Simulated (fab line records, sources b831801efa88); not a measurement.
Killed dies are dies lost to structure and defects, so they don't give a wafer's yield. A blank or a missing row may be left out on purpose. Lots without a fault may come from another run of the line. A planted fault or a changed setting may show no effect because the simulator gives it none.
Which tool did it? | flow gf180mcu | 13 lots, 39 wafers sampled, at 2 steps of a route of 602

WHAT THE GAUGES READ, wafer by wafer
GF_M5_CD_MEAS_07: target cd 280 nm. Usual: cd_nm 279.9 nm, standard deviation 1.2.
lot  | measured     | on        | cd_nm (nm)        | flag
L487 | day 26 01:29 | cd_sem-02 | 280.1 281.9 281.8 |
L488 | day 26 07:26 | cd_sem-01 | 281.3 280.4 280.3 |
L489 | day 26 19:08 | cd_sem-02 | 280.4 280.9 280.6 |
L490 | day 27 02:58 | cd_sem-02 | 280.7 281.7 279.7 |
L491 | day 27 13:22 | cd_sem-01 | 280.3 279.2 279.7 |
L492 | day 27 13:44 | cd_sem-01 | 279.1 279.3 279.0 |
L498 | day 29 09:34 | cd_sem-01 | 280.1 279.6 279.7 |
L499 | day 29 23:03 | cd_sem-02 | 281.4 279.5 281.3 |
L500 | day 30 01:58 | cd_sem-02 | 281.2 280.4 281.8 |
L501 | day 30 10:24 | cd_sem-02 | 278.8 278.7 277.7 |
L503 | day 31 11:53 | cd_sem-01 | 279.1 279.8 280.0 |
L505 | day 32 02:26 | cd_sem-01 | 279.3 280.0 281.1 |
L509 | day 33 01:10 | cd_sem-02 | 277.7 280.4 280.1 |

GF_TOP_METAL_THK_MEAS_06: measures by xrf. Usual: TOP_METAL_ALCU_THK 891 nm, standard deviation 12.
lot  | measured     | on            | TOP_METAL_ALCU_THK (nm) | flag
L487 | day 27 00:54 | film_metro-04 | 886 874 892             |
L488 | day 27 07:10 | film_metro-04 | 868 881 872             |
L489 | day 27 18:40 | film_metro-01 | 895 905 912             |
L490 | day 28 02:43 | film_metro-01 | 900 897 896             |
L491 | day 28 12:49 | film_metro-01 | 876 870 881             |
L492 | day 28 13:38 | film_metro-04 | 887 884 889             |
L498 | day 30 07:08 | film_metro-01 | 885 877 889             |
L499 | day 30 20:43 | film_metro-01 | 889 879 888             |
L500 | day 30 23:32 | film_metro-04 | 883 890 904             |
L501 | day 31 07:29 | film_metro-01 | 894 898 889             |
L503 | day 32 07:48 | film_metro-04 | 892 900 894             |
L505 | day 32 21:14 | film_metro-01 | 907 916 915             |
L509 | day 33 20:41 | film_metro-01 | 909 918 903             |

WHICH TOOL RAN EACH LOT (tool, then ch and the chambers of the sampled wafers, then the start)
The record holds no process step before these readings.

WHAT THE TOOLS THEMSELVES READ (means of the sampled wafers that have a number; where no wafer has one, the mark that the record gives instead)
The record holds no such reading with a usual standard deviation.

THE ANSWER, worked out from the rows above alone
Rule: a lot is off if the mean of its wafers that have a number lies more than 3 standard deviations from the usual mean. A lot without any number at a reading at which 4 lots or more have one is off too. The other lots that the step has rows for count as sound. The gauges are gone through in route order, then the tools' own readings, and for those a lot's mean is taken as printed above. The first step at which some lot is off is used, and at that step the reading that is off furthest; a lot without a number counts as furthest.
No lot is off at any reading shown: from this, nothing can be told.

WHAT THE SIMULATOR HAD PUT IN
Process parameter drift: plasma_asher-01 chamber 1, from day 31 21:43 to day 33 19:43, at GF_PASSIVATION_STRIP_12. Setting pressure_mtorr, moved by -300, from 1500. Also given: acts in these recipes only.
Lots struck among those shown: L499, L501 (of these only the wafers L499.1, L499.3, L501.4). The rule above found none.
